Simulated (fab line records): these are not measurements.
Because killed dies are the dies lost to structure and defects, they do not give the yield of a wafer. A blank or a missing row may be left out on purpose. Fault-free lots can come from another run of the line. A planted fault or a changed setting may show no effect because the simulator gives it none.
Which tool is to blame? | flow gf180mcu | 6 lots with 18 wafers sampled at 3 steps, on a route of 602 steps

== WHAT THE GAUGES SHOWED, per wafer ==
GF_PSD_RS_MEAS_14: uses a four-point probe to measure.
lot  | measured     | on            | NSD_RS (ohm/sq)
L791 | day 15 15:24 | film_metro-03 | 46.00 46.12 46.17
L795 | day 17 04:53 | film_metro-04 | 46.21 46.30 46.18
L797 | day 17 20:11 | film_metro-04 | 46.03 46.08 46.17
L800 | day 18 17:10 | film_metro-01 | 50.20 50.07 50.05
L803 | day 20 00:02 | film_metro-04 | 50.10 50.23 50.03
L810 | day 22 04:31 | film_metro-03 | 46.04 46.09 46.25

== TOOL THAT RAN EACH LOT (tool first, then ch and the chambers of the sampled wafers, then the start) ==
lot  | GF_NSD_IMPLANT_10               | GF_NSD_STRIP_11
L791 | implanter-01 ch 0, day 14 16:34 | plasma_asher-01 ch 0,1, day 14 16:42
L795 | implanter-03 ch 0, day 16 07:25 | plasma_asher-03 ch 0,1, day 16 07:34
L797 | implanter-01 ch 0, day 16 20:58 | plasma_asher-04 ch 0,1, day 16 21:07
L800 | implanter-01 ch 0, day 17 17:16 | plasma_asher-04 ch 0,1, day 17 17:25
L803 | implanter-01 ch 0, day 19 00:01 | plasma_asher-01 ch 0, day 19 00:10
L810 | implanter-03 ch 0, day 21 04:19 | plasma_asher-01 ch 0,1, day 21 04:26
- GF_NSD_IMPLANT_10
- GF_NSD_STRIP_11: strips in O2/N2.

== THE ANSWER, worked out from the rows above alone ==
Rule: the lots themselves supply what counts as usual. Put in order of their means at a reading, lots are off if they are a third of the lots or fewer, leave a main group of 4 or more, and stand apart from it by a gap of 3 or more times the standard deviation of the main group's means; of several such gaps the widest counts. A main group is skipped when, at the precision printed for the reading in the tables above, its means are all equal. Also off: a lot with no number at a reading for which 4 or more lots have one. Any other lot the step has rows for is counted as sound.
Off: L800, L803, at GF_PSD_RS_MEAS_14 (NSD_RS). The main group has a mean of 46.14 ohm/sq with a standard deviation of 0.055.
If a tool, at a process step before that reading, ran all the lots that are off and no sound lot after the first of them, it fits. Gauges at GF_PSD_RS_MEAS_14: tried the same way as those tools. One fits: GF_NSD_IMPLANT_10 on implanter-01. Its last sound lot is L797 (day 16 20:58), its first lot that is off L800 (day 17 17:16): a fault that began between those two fits.

== WHAT THE SIMULATOR PUT IN ==
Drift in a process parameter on implanter-01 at GF_NSD_IMPLANT_10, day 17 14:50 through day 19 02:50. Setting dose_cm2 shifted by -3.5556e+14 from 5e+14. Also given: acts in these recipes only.
Lots struck among those shown: L800, L803. The rule above found the same.
